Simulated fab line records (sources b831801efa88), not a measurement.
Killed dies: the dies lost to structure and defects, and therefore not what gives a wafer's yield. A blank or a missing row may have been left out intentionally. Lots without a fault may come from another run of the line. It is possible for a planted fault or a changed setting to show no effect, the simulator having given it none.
fab line records	flow sky130
[record] lots = 12	wafers = 36	lastDay = 50
route steps=708 shown LDD_HVP@287 LDD_LDN@301 CONTACT@410 PAD_OPEN@708
lots untouched by any fault: they come from a run of this same line in which no faults occurred
startH: the number of hours between the record's first day and the start of the first shown wafer of the lot	waitH: hours from the lot's prior step to this one	" as in the row above	L1.1+2: several wafers, shown together as one row	- either no value or no given start	* or withheld: withheld	< > ~ a bound
route shown NAME@n: a module of which the file shows steps, and the number in the route of the first	usual: mean/standard deviation of fault-free wafers	same: alike in all rows	chamber/n: place in a boat	sites: the reading at each site	_std_site: how widely they spread, as a standard deviation	_edge_site: the outer-site mean with the inner-site mean subtracted	radiusMm: how far each site lies from the wafer's centre	mask NAME#n: copy n	behind: the tool/chamber that last shaped the wafer	hold: why the lot went on hold/how many hours it stayed there/how the hold came to an end	device: names the non-switching transistor (n, p or np)	end of line: at the end of the route, the tests of the same wafers	step lacking rows: just its recipe	killed: dies that structure and defects cost at the first sort, which is not the same as the wafer's yield	map: a wafer's dies, marking killed ones x, the rest . and places with no die _
set.NAME: the setting as run; set.NAME@STEP: as run at that earlier step	model.NAME: the simulator's own value behind a step, which no gauge read
route steps across a sampled set of lots; one table per step, one row per wafer
services: from which hour (startH, from the record's first day; less than 0 if before it) a tool's chamber was out of use, for how many hours, and why
[[steps]]
[step SKY_LDD_HVP_STRIP_09]
[recipe] chemistry = O2/N2	powerW = 1400	pressureMtorr = 1500	platenTempC = withheld	o2FlowSccm = 3000	n2FlowSccm = 300	overashFraction = 0.5
[usual] drypumpMotorCurrentA = 5.5/0.52	oesProductAu = 0.408/0.0054	stripTimeToEndpointS = 4.133/0.015
lot.wafer	tool	chamber	startH	waitH	drypumpMotorCurrentA	oesProductAu	rfHoursCounterH	stripTimeToEndpointS
L455.2	plasmaAsher-01	0	491.89	0.1	5.2	0.404	6	4.134
L455.5	"	1	"	"	5.4	0.407	-	4.140
L455.6	"	0	"	"	5.2	0.419	-	4.130
L456.1	plasmaAsher-02	0	505.49	0.1	4.9	0.399	69	4.159
L456.3	"	1	"	"	5.6	0.407	-	4.147
L456.4	"	0	"	"	4.9	0.410	-	4.137
L457.3	plasmaAsher-03	0	512.52	0.1	6.4	0.396	-	4.126
L457.4	"	1	"	"	5.4	0.411	-	4.139
L457.5	"	1	"	"	5.4	0.411	-	4.137
L459.4	plasmaAsher-03	0	545.62	0.1	6.4	0.403	-	4.133
L459.5	"	1	"	"	5.4	0.399	-	4.123
L459.6	"	0	"	"	6.4	0.405	-	4.116
L462.2	plasmaAsher-03	0	565.84	0.1	6.4	0.415	88	4.111
L462.4	"	0	"	"	6.4	0.413	-	4.098
L462.6	"	0	"	"	6.4	0.415	-	4.110
L465.1	plasmaAsher-02	1	587.49	0.1	5.6	0.400	77	4.160
L465.5	"	1	"	"	5.6	0.404	-	4.109
L465.6	"	0	"	"	4.9	0.405	-	4.123
L466.2	plasmaAsher-02	0	601.59	0.1	4.9	0.415	79	4.136
L466.4	"	1	"	"	5.6	0.407	-	4.133
L466.5	"	0	"	"	4.9	0.409	-	4.139
L467.1	plasmaAsher-03	0	606.24	0.1	6.4	0.396	92	4.156
L467.3	"	1	"	"	5.4	0.407	-	4.149
L467.6	"	0	"	"	6.4	0.408	-	4.144
L469.1	plasmaAsher-02	1	621.89	0.1	5.6	0.406	80	4.134
L469.3	"	1	"	"	5.6	0.405	-	4.131
L469.5	"	1	"	"	5.6	0.406	-	4.112
L474.2	plasmaAsher-02	1	655.54	0.1	5.6	0.401	84	4.148
L474.4	"	1	"	"	5.6	0.415	-	4.142
L474.6	"	0	"	"	4.9	0.414	-	4.122
L476.2	plasmaAsher-02	0	666.94	0.1	4.9	0.411	85	4.135
L476.4	"	1	"	"	5.6	0.398	-	4.122
L476.6	"	1	"	"	5.6	0.406	-	4.117
L478.1	plasmaAsher-01	0	687.79	0.1	5.2	0.412	26	4.142
L478.3	"	1	"	"	5.5	0.403	-	4.141
L478.5	"	1	"	"	5.5	0.410	-	4.120
[step SKY_LDD_LDN_STRIP_12]
[recipe] chemistry = O2/N2	powerW = 1400	pressureMtorr = 1500	platenTempC = withheld	o2FlowSccm = 3000	n2FlowSccm = 300	overashFraction = 0.5
[usual] drypumpMotorCurrentA = 5.7/0.45	oesProductAu = 0.716/0.004	stripTimeToEndpointS = 14.16/0.04
lot.wafer	tool	chamber	startH	waitH	drypumpMotorCurrentA	oesProductAu	rfHoursCounterH	stripTimeToEndpointS
L455.2	plasmaAsher-04	0	523.04	0.1	5.6	0.714	40	14.22
L455.5	"	0	"	"	5.6	0.715	-	14.21
L455.6	"	1	"	"	5.8	0.716	-	14.24
L456.1	plasmaAsher-03	1	536.56	0.1	5.4	0.721	85	14.20
L456.3	"	0	"	"	6.4	0.715	-	14.24
L456.4	"	1	"	"	5.4	0.711	-	14.20
L457.3	plasmaAsher-03	1	543.58	0.1	5.4	0.722	-	14.20
L457.4	"	0	"	"	6.4	0.714	-	14.20
L457.5	"	1	"	"	5.4	0.710	-	14.20
L459.4	plasmaAsher-03	0	576.27	0.1	6.4	0.714	-	14.12
L459.5	"	0	"	"	6.4	0.716	-	14.14
L459.6	"	1	"	"	5.4	0.714	-	14.18
L462.2	plasmaAsher-01	0	595.59	0.1	5.2	0.722	17	14.13
L462.4	"	1	"	"	5.4	0.716	-	14.15
L462.6	"	1	"	"	5.4	0.712	-	14.15
L465.1	plasmaAsher-04	1	617.54	0.1	5.8	0.717	48	14.17
L465.5	"	0	"	"	5.7	0.708	-	14.21
L465.6	"	1	"	"	5.8	0.716	-	14.14
L466.2	plasmaAsher-03	1	631.06	0.1	5.4	0.713	95	14.18
L466.4	"	0	"	"	6.4	0.714	-	14.21
L466.5	"	0	"	"	6.4	0.710	-	14.18
L467.1	plasmaAsher-04	1	636.09	0.1	5.8	0.721	50	14.17
L467.3	"	1	"	"	5.8	0.714	-	14.22
L467.6	"	0	"	"	5.6	0.716	-	14.20
L469.1	plasmaAsher-04	0	650.89	0.1	5.6	0.710	52	14.17
L469.3	"	0	"	"	5.6	0.723	-	14.10
L469.5	"	0	"	"	5.6	0.717	-	14.14
L474.2	plasmaAsher-03	0	684.36	0.1	6.4	0.715	100	14.18
L474.4	"	0	"	"	6.4	0.714	-	14.20
L474.6	"	1	"	"	5.4	0.715	-	14.18
L476.2	plasmaAsher-03	1	695.29	0.1	5.4	0.721	101	14.12
L476.4	"	0	"	"	6.4	0.714	-	14.15
L476.6	"	0	"	"	6.4	0.718	-	14.12
L478.1	plasmaAsher-01	1	715.69	0.1	5.5	0.708	29	14.13
L478.3	"	0	"	"	5.2	0.714	-	14.11
L478.5	"	1	"	"	5.4	0.719	-	14.08
[step SKY_CONTACT_CMP_04]
[recipe] material = SiO2	downForcePsi = 4	platenRpm = 60	padVelocityMS = 0.94248
[usual] edgeZonePressureFrac = 1.000/0.005	headPressurePsi = 4.000/0.0095	motorCurrentA = 12.1/1.3	timeToEndpointS = 81/4
lot.wafer	tool	chamber	startH	waitH	edgeZonePressureFrac	headPressurePsi	motorCurrentA	timeToEndpointS
L455.2	cmp-02	3	705.29	0.1	1.003	4.015	13.4	76
L455.6	"	2	"	"	0.994	4.009	14.1	79
L455.5	"	3	"	"	0.994	4.004	13.1	75
L456.4	cmp-02	3	717.90	0.0	1.003	4.001	12.9	86
L456.3	"	0	"	"	0.994	3.995	10.8	85
L456.1	"	1	"	"	0.999	3.991	11.4	80
L457.3	cmp-01	0	722.25	0.1	1.006	3.986	10.9	77
L457.4	"	1	"	"	0.997	4.008	14.8	75
L457.5	"	3	"	"	0.996	3.992	11.9	82
L459.4	cmp-01	0	753.84	0.1	0.998	3.997	10.9	82
L459.5	"	2	"	"	0.998	4.005	10.9	81
L459.6	"	3	"	"	1.005	4.004	11.4	83
L462.4	cmp-01	3	769.03	0.1	0.997	4.010	11.9	82
L462.2	"	1	"	"	0.991	4.013	14.3	76
L462.6	"	3	"	"	0.995	4.007	11.6	82
L465.1	cmp-02	2	791.75	0.2	0.995	3.990	13.6	87
L465.6	"	3	"	"	1.005	3.995	12.2	83
L465.5	"	0	"	"	1.009	4.006	10.9	86
L466.2	cmp-01	3	802.63	0.0	1.003	3.579	10.9	88
L466.4	"	2	"	"	0.995	3.566	11.3	91
L466.5	"	0	"	"	1.006	3.582	10.3	91
L467.1	cmp-01	2	806.80	0.1	0.997	3.566	10.3	91
L467.3	"	3	"	"	0.998	3.585	10.9	90
L467.6	"	0	"	"	1.003	3.565	10.0	88
L469.1	cmp-02	1	823.10	0.1	1.005	3.999	10.8	82
L469.3	"	2	"	"	0.997	3.990	13.7	88
L469.5	"	3	"	"	1.011	4.002	13.6	82
L474.2	cmp-02	0	852.00	0.0	1.000	4.000	10.7	87
L474.4	"	1	"	"	1.006	4.005	10.9	81
L474.6	"	0	"	"	1.002	3.995	10.4	83
L476.2	cmp-02	3	863.23	0.0	1.002	4.009	13.0	84
L476.4	"	2	"	"	0.987	4.003	13.2	89
L476.6	"	0	"	"	1.000	3.996	11.0	89
L478.1	cmp-02	0	882.55	0.1	0.997	4.006	10.7	84
L478.3	"	2	"	"	0.994	4.023	14.1	87
L478.5	"	0	"	"	1.001	3.999	10.4	84
[step SKY_CONTACT_SPUTTER_23]
[recipe] material = TiN	targetThkNm = 20	chamberPressurePa = 5	powerW = 4000	timeS = 80
[usual] throttleValvePct = 31.0/1.1
lot.wafer	tool	chamber	startH	waitH	throttleValvePct
L455.2	pvdSputter-02	-	733.91	0.0	29.4
L455.5	"	-	"	"	29.2
L455.6	"	-	"	"	28.7
L456.1	pvdSputter-03	-	745.49	0.0	31.3
L456.3	"	-	"	"	31.3
L456.4	"	-	"	"	32.0
L457.3	pvdSputter-01	-	751.19	0.0	32.2
L457.4	"	-	"	"	29.3
L457.5	"	-	"	"	32.1
L459.4	pvdSputter-01	-	782.11	0.0	32.3
L459.5	"	-	"	"	32.1
L459.6	"	-	"	"	30.4
L462.2	pvdSputter-02	-	796.94	0.0	28.9
L462.4	"	-	"	"	29.3
L462.6	"	-	"	"	30.6
L465.1	pvdSputter-01	-	819.54	0.0	32.4
L465.5	"	-	"	"	31.3
L465.6	"	-	"	"	29.7
L466.2	pvdSputter-03	-	830.44	0.0	31.8
L466.4	"	-	"	"	31.5
L466.5	"	-	"	"	31.0
L467.1	pvdSputter-01	-	834.43	0.0	32.4
L467.3	"	-	"	"	30.3
L467.6	"	-	"	"	32.4
L469.1	pvdSputter-03	-	850.34	0.0	31.5
L469.3	"	-	"	"	32.2
L469.5	"	-	"	"	31.5
L474.2	pvdSputter-03	-	879.69	0.0	31.3
L474.4	"	-	"	"	31.6
L474.6	"	-	"	"	32.2
L476.2	pvdSputter-03	-	890.35	0.0	31.8
L476.4	"	-	"	"	31.0
L476.6	"	-	"	"	32.1
L478.1	pvdSputter-01	-	909.08	0.0	30.6
L478.3	"	-	"	"	29.9
L478.5	"	-	"	"	29.8
[step SKY_PAD_OPEN_PROBE_99]
[usual] killed_at_M0_to_M3 = 42/7.1	killed_at_M4_up = 3.3/1.9	killedAtContacts = 24/5	killedAtFrontEnd = 15/4.7	killedAtOther = 0.3/0.61	killedDies = 86/9.6	killedOnRim = 17/3.8	killedOpen = 47/7.5	killedShort = 38/6.6
[same] grossDies = 492	killedAtBackSide = 0
lot.wafer	tool	chamber	startH	waitH	killed_at_M0_to_M3	killed_at_M4_up	killedAtContacts	killedAtFrontEnd	killedAtOther	killedDies	killedOnRim	killedOpen	killedShort
L455.2	prober-02	-	1071.54	0.1	42	4	26	16	2	90	24	46	43
L455.5	prober-02	-	1071.69	0.2	44	3	27	12	0	86	18	49	36
L455.6	prober-02	-	1071.74	0.2	49	2	31	15	0	97	17	60	37
L456.1	prober-01	-	1084.13	0.1	41	3	29	9	0	82	11	57	25
L456.3	prober-01	-	1084.23	0.2	39	9	25	19	0	92	26	41	51
L456.4	prober-01	-	1084.28	0.2	33	1	22	16	1	73	17	33	40
L457.3	prober-02	-	1087.45	0.2	49	3	19	8	1	80	14	35	45
L457.4	prober-02	-	1087.50	0.2	49	6	20	10	0	85	16	46	39
L457.5	prober-02	-	1087.55	0.2	38	2	26	8	1	75	16	47	27
L459.4	prober-02	-	1110.78	0.2	51	3	27	17	2	100	15	48	52
L459.5	prober-02	-	1110.83	0.2	55	3	30	11	0	99	26	56	42
L459.6	prober-02	-	1110.88	0.2	50	4	28	22	1	105	17	64	37
L462.2	prober-02	-	1124.39	0.1	42	2	19	20	0	83	17	39	44
L462.4	prober-02	-	1124.49	0.2	46	0	27	13	0	86	15	57	28
L462.6	prober-02	-	1124.59	0.2	40	1	30	17	0	88	17	49	39
L465.1	prober-02	-	1141.03	0.1	37	1	21	7	1	67	9	37	30
L465.5	prober-02	-	1141.23	0.2	47	5	17	12	2	83	17	42	40
L465.6	prober-02	-	1141.28	0.2	42	4	22	6	0	74	9	44	30
L466.2	prober-01	-	1149.14	0.1	48	1	24	15	0	88	11	49	39
L466.4	prober-01	-	1149.24	0.2	49	6	26	17	1	99	17	58	41
L466.5	prober-01	-	1149.29	0.2	39	3	24	11	0	77	10	33	44
L467.1	prober-02	-	1151.02	0.1	44	5	27	13	0	89	14	43	46
L467.3	prober-02	-	1151.12	0.2	35	1	30	20	1	87	15	51	36
L467.6	prober-02	-	1151.27	0.2	39	3	34	24	0	100	20	54	46
L469.1	prober-02	-	1162.57	0.1	38	4	38	15	0	95	22	57	38
L469.3	prober-02	-	1162.67	0.2	38	1	34	23	0	96	24	61	34
L469.5	prober-02	-	1162.77	0.2	55	3	27	15	1	101	18	57	44
L474.2	prober-01	-	1181.29	0.1	51	1	22	12	0	86	16	41	45
L474.4	prober-01	-	1181.39	0.2	47	4	28	17	1	97	18	55	41
L474.6	prober-01	-	1181.49	0.2	46	2	25	20	0	93	19	49	44
L476.2	prober-01	-	1187.13	0.1	32	5	28	18	1	84	22	48	36
L476.4	prober-01	-	1187.23	0.2	47	5	24	8	0	84	19	45	39
L476.6	prober-01	-	1187.33	0.2	38	1	21	14	0	74	12	50	24
L478.1	prober-01	-	1200.75	0.1	30	5	26	10	1	72	11	45	27
L478.3	prober-01	-	1200.85	0.2	46	4	22	15	0	87	17	44	43
L478.5	prober-01	-	1200.95	0.2	35	4	29	16	0	84	19	47	37
// killed by level:class
L455.2 VIA1:geometricParticle:open=13 CONTACT:geometricParticle:short=10 CONTACT:geometricParticle:open=9 VIA3:geometricParticle:open=5 POLY_GATE:geometricParticle:short=4 VIA1:geometricParticle:short=4 VIA2:geometricParticle:open=4 VIA3:geometricParticle:short=4
L455.5 VIA1:geometricParticle:open=11 VIA3:geometricParticle:open=9 VIA1:geometricParticle:short=7 CONTACT:geometricParticle:open=7 VIA2:geometricParticle:open=6 LI_CONTACT:geometricParticle:open=6 CONTACT:geometricParticle:short=6 LOCAL_INTERCONNECT:geometricParticle:short=4
L455.6 VIA2:geometricParticle:open=12 CONTACT:geometricParticle:open=10 VIA3:geometricParticle:open=9 LI_CONTACT:geometricParticle:open=9 VIA1:geometricParticle:open=8 CONTACT:geometricParticle:short=7 FIELD_ISO:geometricParticle:short=6 METAL2:geometricParticle:short=5
L456.1 VIA1:geometricParticle:open=19 CONTACT:geometricParticle:open=17 VIA2:geometricParticle:open=5 POLY_GATE:geometricParticle:short=4 LI_CONTACT:geometricParticle:open=4 CONTACT:geometricParticle:short=4 VIA1:geometricParticle:short=4 VIA3:geometricParticle:open=4
L456.3 VIA3:geometricParticle:open=9 LOCAL_INTERCONNECT:geometricParticle:short=7 FIELD_ISO:geometricParticle:short=6 CONTACT:geometricParticle:open=6 VIA1:geometricParticle:short=6 METAL2:geometricParticle:short=6 FIELD_ISO:geometricParticle:open=5 CONTACT:geometricParticle:short=5
L456.4 CONTACT:geometricParticle:open=9 POLY_GATE:geometricParticle:short=6 LI_CONTACT:geometricParticle:open=6 VIA1:geometricParticle:short=6 METAL1:geometricParticle:short=5 METAL2:geometricParticle:short=5 VIA2:geometricParticle:open=5 FIELD_ISO:geometricParticle:short=4
L457.3 METAL2:geometricParticle:short=10 METAL1:geometricParticle:short=8 VIA2:geometricParticle:open=8 CONTACT:geometricParticle:open=7 VIA1:geometricParticle:open=6 LI_CONTACT:geometricParticle:open=5 VIA1:geometricParticle:short=5 LI_CONTACT:geometricParticle:short=3
L457.4 CONTACT:geometricParticle:open=9 METAL2:geometricParticle:short=9 VIA2:geometricParticle:open=8 VIA1:geometricParticle:open=6 VIA1:geometricParticle:short=5 VIA3:geometricParticle:open=5 VIA3:geometricParticle:short=5 POLY_GATE:geometricParticle:open=4
L457.5 CONTACT:geometricParticle:open=13 VIA2:geometricParticle:open=7 VIA3:geometricParticle:open=7 CONTACT:geometricParticle:short=6 LI_CONTACT:geometricParticle:open=5 VIA1:geometricParticle:short=5 VIA1:geometricParticle:open=5 METAL2:geometricParticle:short=3
L459.4 VIA1:geometricParticle:open=10 VIA3:geometricParticle:open=9 LI_CONTACT:geometricParticle:open=9 METAL2:geometricParticle:short=6 METAL1:geometricParticle:short=6 FIELD_ISO:geometricParticle:short=5 LI_CONTACT:geometricParticle:short=5 LOCAL_INTERCONNECT:geometricParticle:short=5
L459.5 VIA1:geometricParticle:open=16 CONTACT:geometricParticle:open=13 METAL2:geometricParticle:short=8 POLY_GATE:geometricParticle:short=7 LI_CONTACT:geometricParticle:open=6 VIA3:geometricParticle:open=6 LOCAL_INTERCONNECT:geometricParticle:short=5 VIA1:geometricParticle:short=5
L459.6 VIA1:geometricParticle:open=14 CONTACT:geometricParticle:open=10 VIA2:geometricParticle:open=9 VIA3:geometricParticle:open=9 LI_CONTACT:geometricParticle:open=8 POLY_GATE:geometricParticle:open=5 CONTACT:geometricParticle:short=5 VIA1:geometricParticle:short=5
L462.2 METAL1:geometricParticle:short=9 FIELD_ISO:geometricParticle:open=6 VIA1:geometricParticle:open=6 VIA2:geometricParticle:open=6 VIA3:geometricParticle:open=6 CONTACT:geometricParticle:open=5 METAL2:geometricParticle:short=5 FIELD_ISO:geometricParticle:short=4
L462.4 VIA1:geometricParticle:open=12 CONTACT:geometricParticle:open=12 LI_CONTACT:geometricParticle:open=9 VIA2:geometricParticle:open=9 METAL2:geometricParticle:short=5 POLY_GATE:geometricParticle:open=4 METAL1:geometricParticle:short=4 FIELD_ISO:geometricParticle:short=3
L462.6 CONTACT:geometricParticle:short=8 CONTACT:geometricParticle:open=8 VIA3:geometricParticle:open=8 FIELD_ISO:geometricParticle:open=7 METAL1:geometricParticle:short=7 LI_CONTACT:geometricParticle:open=6 VIA1:geometricParticle:open=5 VIA2:geometricParticle:open=5
L465.1 VIA1:geometricParticle:open=11 METAL1:geometricParticle:short=7 LI_CONTACT:geometricParticle:open=6 CONTACT:geometricParticle:open=5 CONTACT:geometricParticle:short=5 VIA3:geometricParticle:open=5 POLY_GATE:geometricParticle:open=4 LOCAL_INTERCONNECT:geometricParticle:short=4
L465.5 METAL2:geometricParticle:short=10 VIA1:geometricParticle:open=9 CONTACT:geometricParticle:open=7 VIA3:geometricParticle:open=6 METAL3:geometricParticle:short=6 VIA2:geometricParticle:open=6 FIELD_ISO:geometricParticle:open=5 METAL1:geometricParticle:short=5
L465.6 VIA1:geometricParticle:open=11 CONTACT:geometricParticle:open=7 LI_CONTACT:geometricParticle:open=6 VIA2:geometricParticle:open=6 LI_CONTACT:geometricParticle:short=4 METAL2:geometricParticle:open=4 METAL3:geometricParticle:short=4 VIA3:geometricParticle:open=4
L466.2 CONTACT:geometricParticle:open=11 METAL1:geometricParticle:short=10 VIA2:geometricParticle:open=8 FIELD_ISO:geometricParticle:open=7 VIA1:geometricParticle:open=7 VIA2:geometricParticle:short=7 POLY_GATE:geometricParticle:short=5 VIA1:geometricParticle:short=5
L466.4 CONTACT:geometricParticle:open=12 VIA3:geometricParticle:open=9 VIA1:geometricParticle:open=8 LI_CONTACT:geometricParticle:open=7 VIA2:geometricParticle:open=7 POLY_GATE:geometricParticle:open=6 METAL1:geometricParticle:short=6 VIA1:geometricParticle:short=6
L466.5 CONTACT:geometricParticle:open=11 METAL1:geometricParticle:short=9 POLY_GATE:geometricParticle:short=6 VIA1:geometricParticle:short=6 VIA1:geometricParticle:open=5 VIA3:geometricParticle:open=4 METAL2:geometricParticle:short=4 VIA2:geometricParticle:open=4
L467.1 CONTACT:geometricParticle:open=11 VIA1:geometricParticle:open=11 LI_CONTACT:geometricParticle:open=7 FIELD_ISO:geometricParticle:short=6 METAL2:geometricParticle:short=6 VIA3:geometricParticle:open=6 LOCAL_INTERCONNECT:geometricParticle:short=5 METAL1:geometricParticle:short=5
L467.3 CONTACT:geometricParticle:open=13 VIA2:geometricParticle:open=8 VIA1:geometricParticle:open=8 CONTACT:geometricParticle:short=7 FIELD_ISO:geometricParticle:open=6 SPACER:geometricParticle:open=5 LI_CONTACT:geometricParticle:open=5 POLY_GATE:geometricParticle:short=4
L467.6 LI_CONTACT:geometricParticle:open=12 CONTACT:geometricParticle:open=12 CONTACT:geometricParticle:short=8 FIELD_ISO:geometricParticle:open=6 FIELD_ISO:geometricParticle:short=6 POLY_GATE:geometricParticle:open=6 METAL2:geometricParticle:short=6 METAL1:geometricParticle:short=5
L469.1 CONTACT:geometricParticle:open=16 LI_CONTACT:geometricParticle:open=10 VIA1:geometricParticle:open=10 CONTACT:geometricParticle:short=6 VIA3:geometricParticle:open=6 METAL1:geometricParticle:short=5 METAL2:geometricParticle:short=4 VIA2:geometricParticle:open=4
L469.3 CONTACT:geometricParticle:open=14 VIA1:geometricParticle:open=12 LI_CONTACT:geometricParticle:open=9 LI_CONTACT:geometricParticle:short=7 FIELD_ISO:geometricParticle:open=6 POLY_GATE:geometricParticle:short=6 VIA2:geometricParticle:open=6 POLY_GATE:geometricParticle:open=5
L469.5 VIA1:geometricParticle:open=16 LI_CONTACT:geometricParticle:open=10 METAL2:geometricParticle:short=8 FIELD_ISO:geometricParticle:short=7 CONTACT:geometricParticle:open=7 VIA3:geometricParticle:open=7 VIA2:geometricParticle:open=6 METAL1:geometricParticle:short=5
L474.2 LI_CONTACT:geometricParticle:open=8 METAL1:geometricParticle:short=8 VIA1:geometricParticle:short=8 VIA1:geometricParticle:open=7 CONTACT:geometricParticle:open=5 VIA2:geometricParticle:short=5 LI_CONTACT:geometricParticle:short=5 METAL2:geometricParticle:short=5
L474.4 CONTACT:geometricParticle:open=14 VIA1:geometricParticle:open=11 VIA2:geometricParticle:open=9 FIELD_ISO:geometricParticle:short=8 VIA3:geometricParticle:open=8 METAL1:geometricParticle:short=6 METAL2:geometricParticle:short=6 LI_CONTACT:geometricParticle:open=5
L474.6 CONTACT:geometricParticle:open=12 VIA1:geometricParticle:open=9 VIA2:geometricParticle:open=8 METAL2:geometricParticle:short=7 FIELD_ISO:geometricParticle:open=5 VIA3:geometricParticle:open=5 CONTACT:geometricParticle:short=5 VIA1:geometricParticle:short=5
L476.2 VIA1:geometricParticle:open=10 LI_CONTACT:geometricParticle:open=9 CONTACT:geometricParticle:open=8 METAL1:geometricParticle:short=6 POLY_GATE:geometricParticle:open=5 POLY_GATE:geometricParticle:short=4 LOCAL_INTERCONNECT:geometricParticle:short=4 CONTACT:geometricParticle:short=4
L476.4 VIA1:geometricParticle:open=11 VIA2:geometricParticle:open=11 CONTACT:geometricParticle:open=9 METAL1:geometricParticle:short=6 VIA3:geometricParticle:open=6 METAL4:geometricParticle:short=5 CONTACT:geometricParticle:short=5 VIA2:geometricParticle:short=5
L476.6 VIA2:geometricParticle:open=9 LI_CONTACT:geometricParticle:open=8 CONTACT:geometricParticle:open=8 VIA3:geometricParticle:open=7 VIA1:geometricParticle:open=6 METAL1:geometricParticle:short=6 VIA1:geometricParticle:short=5 FIELD_ISO:geometricParticle:open=4
L478.1 CONTACT:geometricParticle:open=13 VIA3:geometricParticle:open=7 VIA1:geometricParticle:open=7 LI_CONTACT:geometricParticle:open=6 METAL4:geometricParticle:short=4 FIELD_ISO:geometricParticle:short=3 POLY_GATE:geometricParticle:open=3 LI_CONTACT:geometricParticle:short=3
L478.3 VIA1:geometricParticle:open=8 VIA3:geometricParticle:open=8 VIA1:geometricParticle:short=7 VIA2:geometricParticle:open=7 METAL2:geometricParticle:short=6 CONTACT:geometricParticle:open=6 POLY_GATE:geometricParticle:open=5 FIELD_ISO:geometricParticle:short=4
L478.5 CONTACT:geometricParticle:open=10 VIA1:geometricParticle:open=10 VIA3:geometricParticle:open=8 CONTACT:geometricParticle:short=7 POLY_GATE:geometricParticle:open=4 POLY_GATE:geometricParticle:short=4 LI_CONTACT:geometricParticle:short=4 LI_CONTACT:geometricParticle:open=4
[[services]]
tool	chamber	startH	hours	kind
cmp-02	-	474.26	8.5	repair
cmp-01	-	487.47	3.1	repair
pvdSputter-03	-	498.32	3.9	repair
pvdSputter-03	-	500.44	1.3	repair
cmp-01	-	503.62	2.4	repair
cmp-02	-	529.45	11.0	pm
plasmaAsher-03	-	551.00	0.6	repair
plasmaAsher-03	-	551.45	0.4	repair
plasmaAsher-03	-	572.03	2.1	repair
cmp-02	-	572.23	4.0	pm
plasmaAsher-02	-	584.81	2.1	repair
cmp-01	-	587.07	2.0	repair
plasmaAsher-02	-	604.34	2.8	pm
cmp-02	-	616.71	1.1	repair
cmp-02	-	635.63	7.8	repair
plasmaAsher-02	-	641.60	1.3	repair
cmp-02	-	654.66	5.9	pm
plasmaAsher-03	-	733.75	9.0	pm
cmp-02	-	754.37	5.1	repair
cmp-02	-	780.18	1.8	repair
plasmaAsher-03	-	807.92	1.5	repair
plasmaAsher-03	-	849.57	1.6	repair
plasmaAsher-03	-	896.06	14.6	pm
cmp-02	-	896.10	2.9	repair
[[key]]
[firstSign] step = SKY_CONTACT_CMP_04	reading = headPressurePsi	direction = down	sigmas = 45	usual = 4.000	struck = 3.574
[effect] step = SKY_CONTACT_CMP_04	reading = timeToEndpointS	direction = up	sigmas = 2	usual = *	struck = *
metAt SKY_CONTACT_CMP_04
struckLots L466,L467
testerLeftOut L466,L467
notActingAt SKY_LDD_HVP_STRIP_09,SKY_LDD_LDN_STRIP_12,SKY_CONTACT_SPUTTER_23
onsetBetween 769.03 802.63
[fault] kind = processParameterDrift	tool = cmp-01	chamber = -	onsetH = 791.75	steps = SKY_CONTACT_CMP_04	channel = downForcePsi	offset = -0.42771	shape = step	endH = 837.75	actsIn = theseRecipesOnly	stated = 4
// testerLeftOut: of these lots the tester's yield and bins aren't shown, on N5 and GAA mostly nor the transistor test; their killed dies are dies lost to structure and defects alone, not to doping, threshold or leakage, so they don't give the yield
